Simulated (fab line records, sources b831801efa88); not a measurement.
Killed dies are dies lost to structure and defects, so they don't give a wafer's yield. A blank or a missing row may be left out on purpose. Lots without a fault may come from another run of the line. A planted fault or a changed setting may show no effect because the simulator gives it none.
A struck lot beside a sound one | flow sfq_line | 17 steps out of a route of 325
Sound: wafers L969.3, L969.4, L969.5. Struck: wafers L985.1, L985.4, L985.6. The cause comes at the end.
At each step with rows: each side's tool, then ch and its chambers, then its first start. Under that, the readings that differ: sound wafers | struck wafers | difference of the means | sigmas: that difference in standard deviations of wafers without a fault.
alike: readings whose means differ by less than 2 such deviations, and words and numbers that are the same on both sides. not compared: withheld readings, readings that some wafer has no value for, bounds like >300 that may hide the same value, and numbers for which the record gives no deviation and whose values overlap.
The two part at a step that has a row with sigmas, a row that says differs or no value, or rows on one side only. Numbers that don't overlap but have no deviation are shown without sigmas and don't part them. A reading that every wafer of one side lacks parts them only if that side has two wafers or more.

first, 1 step without rows for these wafers: SFQ_TRILAYER_M5_STRIP_SOLV_CLEAN_128 (cleans in NMP, time 600 s).
SFQ_TRILAYER_A5B_DEP_PECVD_129: deposits SiO2 from SiH4/N2O, time 133.33 s, target thk 600 nm.
  sound on pecvd-01 ch 0,1,2, day 49 03:04; struck on pecvd-04 ch 0,2, day 61 23:34
  alike: heater_power_w, throttle_valve_pct
SFQ_TRILAYER_A5B_CMP_CMP_130: polishes, stops on Nb, target thk 340.7 nm.
  sound on cmp-01 ch 0,1,2, day 49 22:46; struck on cmp-02 ch 1,3, day 61 23:39
  alike: motor_current_A, slurry_flow_ml_min
SFQ_TRILAYER_A5B_METRO_MEASURE_131:
  sound on film_metro-04, day 50 02:10; struck on film_metro-03, day 62 02:39
  alike: thk_nm
SFQ_TRILAYER_R5_DEP_SPUTTER_132: material Ti, target thk 5 nm, time 5 s.
  sound on pvd_sputter-04, day 50 02:58; struck on pvd_sputter-04, day 62 03:51
  alike: throttle_valve_pct
then, 2 steps without rows for these wafers: SFQ_TRILAYER_R5_DEP_SPUTTER_133 (material MoNx, target thk 40 nm, time 66.7 s); SFQ_TRILAYER_R5_DEP_SPUTTER_134 (material Ti, target thk 5 nm, time 5 s).
SFQ_R5_RS_MEAS_933: measures by four-point-probe.
  sound on film_metro-03, day 50 03:06; struck on film_metro-04, day 62 03:57
  alike: R5_MONX_RS
SFQ_R5_THK_MEAS_934: measures by xrf.
  sound on film_metro-03, day 50 03:12; struck on film_metro-04, day 62 04:04
  alike: R5_MONX_THK
then, 3 steps without rows for these wafers: SFQ_TRILAYER_R5_LITHO_COAT_141 (resist thk 62 nm); SFQ_TRILAYER_R5_LITHO_COAT_136 (resist thk 600 nm); SFQ_TRILAYER_R5_LITHO_SOFTBAKE_140.
-- the record jumps here: 5 days lie between the struck wafers' starts before and after --
SFQ_TRILAYER_R5_LITHO_EXPOSE_137: exposes mask R5, target cd 500 nm.
  sound on krf_scanner-01 ch 0, day 55 13:44; struck on krf_scanner-01 ch 0, day 67 13:13
  reading                    | sound                | struck            | difference | sigmas
  model.R5.overlay_x_nm (nm) | -1.266 -1.266 -1.266 | 163.6 163.6 163.6 | +164.9     |
  alike: mask
then, 2 steps without rows for these wafers: SFQ_TRILAYER_R5_LITHO_PEB_139 (peb time 60 s); SFQ_TRILAYER_R5_LITHO_DEVELOP_138 (time 60 s).
SFQ_R5_OVL_MEAS_935:
  sound on overlay-02, day 55 14:50; struck on overlay-01, day 67 14:43
  reading     | sound  | struck      | difference | sigmas
  R5_OVL (nm) | 7 -2 0 | 165 169 166 | +165       | +29
SFQ_TRILAYER_R5_BARC_OPEN_METAL_ETCH_177: etches BARC in O2, target depth 125 nm, time 41.7 s.
  sound on rie_metal-02 ch 0,1, day 55 14:53; struck on rie_metal-02 ch 0,1, day 67 14:45
  alike: bias_w, drypump_motor_current_A, oes_product_au
  not compared: rf_hours_counter_h

WHERE THEY PART
Only at SFQ_R5_OVL_MEAS_935, within this record. Later steps at which nothing parts them and some readings are alike: SFQ_TRILAYER_R5_BARC_OPEN_METAL_ETCH_177.

WHY: what the simulator had put in
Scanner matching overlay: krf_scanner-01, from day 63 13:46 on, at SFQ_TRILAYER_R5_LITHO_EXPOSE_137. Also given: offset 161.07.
